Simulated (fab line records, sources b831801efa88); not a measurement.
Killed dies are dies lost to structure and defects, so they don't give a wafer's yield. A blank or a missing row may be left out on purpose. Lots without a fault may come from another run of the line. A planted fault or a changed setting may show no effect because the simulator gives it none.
Problem report in the 8D (eight disciplines) form, filled by code || flow sfqLine || the parts of the form that need people (team, actions taken, sign-off) are left out

== 1. THE ISSUE ==
cdNm at SFQ_TRILAYER_JJ_CE_METRO_MEASURE_117 reads a mean of 694.8 nm on 2 wafers of 2 lots; wafers without a fault read 700.2 nm with a standard deviation of 1.1. Relative to the usual mean, that is a shift of -5.0 standard deviations.
Earliest sighting: wafer L831.6 on cdSem-02 at day 61 11:50. The record holds 41 wafers of 14 lots with a number at this step. The rule behind "out" and "out of limits": a value lying over 4 standard deviations away from the usual mean. The rest of the wafers with a number are treated as sound.

== 2. WHAT IT IS; WHAT IT IS NOT ==
{"question": "which readings at this step", "is": "cdNm", "is not": "-"}
{"question": "which lots", "is": "L831, L832", "is not": "L826, L827, L828, L829, L841, L842, L844, L845, L846, L847, L848, L849"}
{"question": "which wafers of those lots", "is": "L831.6, L832.3", "is not": "L831.1, L831.2, L832.1"}
{"question": "read on which tools", "is": "cdSem-01, cdSem-02", "is not": "-"}
{"question": "when", "is": "from day 61 11:50", "is not": "up to then (14 sound wafers); but 25 sound wafers of L832, L841, L842, L844, L845, L846, L847, L848, L849 came after"}

== 3. THE SUSPECTS, EACH WITH WHAT RULES IT OUT ==
Counting: if a tool at a process step up to the reading ran every lot that is out, it stays a suspect. Sound lots after the first of them don't rule it out here, since some wafers of a struck lot are sound.
- krfScanner-02 at SFQ_TRILAYER_JJ_CE_LITHO_EXPOSE_115 (exposes mask J5, target cd 700 nm): kept. Every lot that is out went through it, the first being L831 (day 61 10:18); the last sound lot it ran before that was L829 (day 60 16:48).
Remaining after the count: krfScanner-02 at SFQ_TRILAYER_JJ_CE_LITHO_EXPOSE_115.

== 4. THE CAUSE (what the simulator had put in) ==
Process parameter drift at SFQ_TRILAYER_JJ_CE_LITHO_EXPOSE_115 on krfScanner-02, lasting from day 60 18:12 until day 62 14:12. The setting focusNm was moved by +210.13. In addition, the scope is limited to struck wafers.
Counting left only this tool.

== 5. THE CHAIN OF EFFECTS, in route order ==
One row per reading whose mean, taken over the struck wafers that have a number, lies over 3 standard deviations from the usual. Only readings whose record carries a usual standard deviation are examined. hours: median over the lots of the time between each lot's start at the first step of this table that gives one and its start at this step. sigmas: the change, counted in usual standard deviations.
{"hours": 0, "step": "SFQ_TRILAYER_JJ_CE_METRO_MEASURE_117", "reading": "cdNm", "usual": "700.2 nm", "on struck wafers": 694.8, "change": -5.5, "sigmas": -5.0}
Process steps it contains:
- SFQ_TRILAYER_JJ_CE_METRO_MEASURE_117

== 6. HOW IT WOULD HAVE BEEN CAUGHT EARLIER ==
In this record no reading fell out of limits until day 61 11:50, 18 hours after the fault had begun at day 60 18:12.
By day 61 11:50, every lot that is out (2) had started SFQ_TRILAYER_JJ_CE_LITHO_EXPOSE_115 on krfScanner-02. A hold on the tool at that time would have spared none of them.
